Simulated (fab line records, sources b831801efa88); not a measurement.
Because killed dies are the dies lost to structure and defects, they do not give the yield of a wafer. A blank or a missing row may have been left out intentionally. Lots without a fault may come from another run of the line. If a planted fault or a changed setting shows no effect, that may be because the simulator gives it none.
Chamber matching :: flow gf180mcu :: cmp-02 running GF_STI_CMP_25: 4 sister chambers
The step polishes, stops on Si3N4, t overpolish 33 s, target thk 524.6 nm. 14 wafers are shown with their chamber, then 7 later ones without.

WAFERS, EACH WITH ITS CHAMBER
wafer: L080.2
chamber: 2
time to endpoint s (s): 119
motor current A (A): 11.5
overpolish run s (s): 33.003

wafer: L080.3
chamber: 1
time to endpoint s (s): 116
motor current A (A): 11.5
overpolish run s (s): 33.002

wafer: L080.6
chamber: 1
time to endpoint s (s): 116
motor current A (A): 12.0
overpolish run s (s): 32.992

wafer: L081.2
chamber: 1
time to endpoint s (s): 116
motor current A (A): 11.8
overpolish run s (s): 33.009

wafer: L081.5
chamber: 0
time to endpoint s (s): 115
motor current A (A): 11.0
overpolish run s (s): 33.010

wafer: L081.6
chamber: 3
time to endpoint s (s): 124
motor current A (A): 11.0
overpolish run s (s): 32.998

wafer: L087.4
chamber: 2
time to endpoint s (s): 125
motor current A (A): 11.5
overpolish run s (s): 32.997

wafer: L087.5
chamber: 3
time to endpoint s (s): 125
motor current A (A): 9.5
overpolish run s (s): 33.006

wafer: L087.6
chamber: 2
time to endpoint s (s): 125
motor current A (A): 10.9
overpolish run s (s): 33.008

wafer: L088.1
chamber: 3
time to endpoint s (s): 129
motor current A (A): 10.9
overpolish run s (s): 33.017

wafer: L088.2
chamber: 2
time to endpoint s (s): 128
motor current A (A): 10.8
overpolish run s (s): 32.990

wafer: L088.6
chamber: 2
time to endpoint s (s): 125
motor current A (A): 11.3
overpolish run s (s): 32.995

wafer: L089.2
chamber: 0
time to endpoint s (s): 116
motor current A (A): 11.3
overpolish run s (s): 32.996

wafer: L089.4
chamber: 2
time to endpoint s (s): 119
motor current A (A): 11.0
overpolish run s (s): 32.994

SIGNATURES (means of the wafers above)
reading: time to endpoint s
chamber 0: 115.50
chamber 1: 116.00
chamber 2: 123.50
chamber 3: 126.00
scatter within a chamber: 2.86

reading: motor current A
chamber 0: 11.150
chamber 1: 11.767
chamber 2: 11.167
chamber 3: 10.467
scatter within a chamber: 0.453

reading: overpolish run s
chamber 0: 33.00300
chamber 1: 33.00100
chamber 2: 32.99783
chamber 3: 33.00700
scatter within a chamber: 0.00801
Rule: for each reading, subtract the chamber's mean from the wafer's reading, divide by that reading's scatter and square the result; add these up over the readings and take the root, which gives the wafer's distance from the chamber. The wafer belongs to the nearest chamber; if the next one is less than 2 further off, it can't be placed. The scatter: take each reading less its chamber's mean, square it, sum over the shown wafers, divide by the number of wafers less the number of chambers, and take the root.

WAFERS WHOSE CHAMBER IS MISSING
wafer: L089.5
time to endpoint s (s): 117
motor current A (A): 12.1
overpolish run s (s): 32.998

wafer: L091.2
time to endpoint s (s): 121
motor current A (A): 11.2
overpolish run s (s): 32.998

wafer: L091.4
time to endpoint s (s): 124
motor current A (A): 10.8
overpolish run s (s): 32.991

wafer: L091.5
time to endpoint s (s): 128
motor current A (A): 10.5
overpolish run s (s): 33.001

wafer: L096.1
time to endpoint s (s): 123
motor current A (A): 10.9
overpolish run s (s): 33.017

wafer: L096.4
time to endpoint s (s): 128
motor current A (A): 11.0
overpolish run s (s): 33.018

wafer: L096.5
time to endpoint s (s): 124
motor current A (A): 11.9
overpolish run s (s): 33.026

WHICH CHAMBER EACH ONE RAN IN
wafer: L089.5
from the rows above: can't be placed: 1 or 0
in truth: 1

wafer: L091.2
from the rows above: can't be placed: 2 or 0 or 1 or 3
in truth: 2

wafer: L091.4
from the rows above: can't be placed: 2 or 3
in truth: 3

wafer: L091.5
from the rows above: can't be placed: 3 or 2
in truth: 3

wafer: L096.1
from the rows above: can't be placed: 3 or 2 or 0 or 1
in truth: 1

wafer: L096.4
from the rows above: can't be placed: 3 or 2
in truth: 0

wafer: L096.5
from the rows above: can't be placed: 2 or 3 or 1 or 0
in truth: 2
Correctly placed: 0 of 7. Can't be placed from these rows: 7 (the true chamber is among the candidates in 6). Number placed wrongly: 0.
